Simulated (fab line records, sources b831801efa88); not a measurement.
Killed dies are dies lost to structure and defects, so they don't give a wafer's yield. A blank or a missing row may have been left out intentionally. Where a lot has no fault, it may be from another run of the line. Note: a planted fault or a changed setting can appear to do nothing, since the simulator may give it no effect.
Which tool is to blame? -- flow gf180mcu -- 13 lots, 39 wafers sampled, at 4 steps of a route of 602

## WHAT THE GAUGES SHOWED, per wafer
GF_MVSD_TW_MEAS_11.
lot,measured,on,MVSD_TW
L435,day 4 11:46,filmMetro-02,1574 1580 1578
L438,day 5 03:27,filmMetro-02,1583 1579 1585
L439,day 5 09:53,filmMetro-01,1592 1598 1590
L441,day 6 03:29,filmMetro-01,1587 1589 1595
L442,day 6 03:43,filmMetro-01,1592 1588 1595
L443,day 6 09:26,filmMetro-02,1574 1582 1576
L444,day 6 14:35,filmMetro-02,1577 1581 1584
L447,day 7 09:22,filmMetro-04,1567 1570 1580
L449,day 7 21:02,filmMetro-04,1585 1573 1577
L455,day 9 07:10,filmMetro-04,1572 1562 1559
L456,day 9 12:29,filmMetro-04,1560 1562 1568
L457,day 9 18:05,filmMetro-04,1565 1567 1561
L458,day 10 00:23,filmMetro-04,1564 1570 1569

GF_MVPSD_OVL_MEAS_07.
lot,measured,on,MVPSD_OVL (nm)
L435,day 5 01:44,overlay-02,0.3 0.4 2.2
L438,day 5 17:28,overlay-02,-0.2 -1.9 0.6
L439,day 6 00:23,overlay-02,1.9 2.2 0.6
L441,day 6 19:05,overlay-02,-1.0 0.7 0.0
L442,day 6 19:07,overlay-01,-0.5 -2.2 -1.6
L443,day 7 00:34,overlay-01,2.5 0.0 -0.4
L444,day 7 05:34,overlay-01,1.0 2.6 0.1
L447,day 8 01:16,overlay-02,3.0 2.3 2.4
L449,day 8 13:12,overlay-02,1.5 0.0 0.6
L455,day 10 00:16,overlay-01,-128.5 -125.3 -128.1
L456,day 10 05:55,overlay-02,-128.8 -128.8 -129.1
L457,day 10 11:20,overlay-01,-1.4 0.5 0.3
L458,day 10 17:56,overlay-01,1.8 0.4 0.1

## EACH LOT AND THE TOOL THAT RAN IT (in order: tool; ch and the chambers of the sampled wafers; start)
lot,GF_STI_CMP_25,GF_MVPSD_EXPOSE_04
L435,"cmp-01 ch 1,2,3, day 2 03:55","ilineStepper-01 ch 0, day 4 18:46"
L438,"cmp-01 ch 2,3, day 2 19:17","ilineStepper-01 ch 0, day 5 10:27"
L439,"cmp-02 ch 0,2,3, day 3 00:27","ilineStepper-02 ch 0, day 5 17:18"
L441,"cmp-02 ch 1,2, day 3 14:02","ilineStepper-01 ch 0, day 6 11:39"
L442,"cmp-01 ch 1,2,3, day 3 17:02","ilineStepper-02 ch 0, day 6 11:53"
L443,"cmp-01 ch 1,2, day 3 20:46","ilineStepper-01 ch 0, day 6 17:00"
L444,"cmp-01 ch 0,1,2, day 4 02:14","ilineStepper-01 ch 0, day 6 22:19"
L447,"cmp-01 ch 1,2,3, day 4 17:50","ilineStepper-01 ch 0, day 7 17:14"
L449,"cmp-02 ch 1,2, day 5 05:28","ilineStepper-02 ch 0, day 8 05:00"
L455,"cmp-01 ch 1,2, day 6 10:33","ilineStepper-01 ch 0, day 9 15:52"
L456,"cmp-02 ch 0,1,3, day 6 15:39","ilineStepper-01 ch 0, day 9 21:25"
L457,"cmp-01 ch 1,2,3, day 6 20:47","ilineStepper-02 ch 0, day 10 02:49"
L458,"cmp-01 ch 0,1,3, day 7 01:57","ilineStepper-02 ch 0, day 10 09:02"
- GF_STI_CMP_25: polishes, stops on Si3N4, t overpolish 33 s, target thk 524.6 nm.
- GF_MVPSD_EXPOSE_04: exposes mask MVPSD, target cd 1000 nm.

## AS READ BY THE TOOLS THEMSELVES (means over the sampled wafers that have a number; for cases with no such wafer, the mark the record gives instead)
GF_STI_CMP_25.
lot,tool,motorCurrentA (A),overpolishRunS (s),slurryFilterDpKPa (kPa),slurryFlowMlMin,timeToEndpointS (s)
L435,cmp-01,12.3,33.008,13.45,149.9,125
L438,cmp-01,11.6,32.996,13.36,150.1,122
L439,cmp-02,12.7,32.991,13.58,150.0,126
L441,cmp-02,13.8,32.997,13.57,150.0,123
L442,cmp-01,12.5,33.003,13.43,149.9,116
L443,cmp-01,13.0,32.997,13.52,149.7,120
L444,cmp-01,12.1,33.006,13.52,150.2,121
L447,cmp-01,12.1,32.993,13.40,149.6,125
L449,cmp-02,13.6,32.995,13.40,149.4,124
L455,cmp-01,12.4,32.999,13.50,150.1,125
L456,cmp-02,12.9,33.008,13.46,149.7,124
L457,cmp-01,12.3,33.001,13.56,150.5,121
L458,cmp-01,12.5,33.002,13.46,149.9,127

## THE ANSWER, worked out from the rows above alone
Rule: the lots themselves supply what counts as usual. The widest of any qualifying gaps counts: lots, ordered by their means at a reading, are off when they make up no more than a third of the lots, leave a main group of 4 or more, and stand apart from it by 3 or more times the standard deviation of that group's means. A main group whose means are all the same, to the digits that the tables above print for the reading, isn't used. A lot without any number at a reading at which 4 lots or more have one is off too. All remaining lots with rows at the step are treated as sound. Order of review: gauges by route order, followed by the tools' own readings, for which a lot's mean as printed above is used. At the first step where some lot is off, the reading lying furthest off is the one used; lots without a number count as furthest.
Off: at GF_MVPSD_OVL_MEAS_07 (MVPSD_OVL), L455, L456. Mean 0.6 nm and standard deviation 1 in the main group.
A tool fits if, at a process step before that reading, it ran every lot that is off, and no sound lot after the first of them. Gauges at GF_MVPSD_OVL_MEAS_07: tried the same way as those tools. One candidate fits, namely ilineStepper-01 at GF_MVPSD_EXPOSE_04. A fault onset in the window from L447 (day 7 17:14, its last sound lot) to L455 (day 9 15:52, its first lot off) fits.

## WHAT THE SIMULATOR HAD INSERTED
Scanner matching overlay: ilineStepper-01, from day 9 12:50 on, at GF_MVPSD_EXPOSE_04. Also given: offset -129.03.
Shown lots that were struck: L455, L456. The rule above reached the same finding.
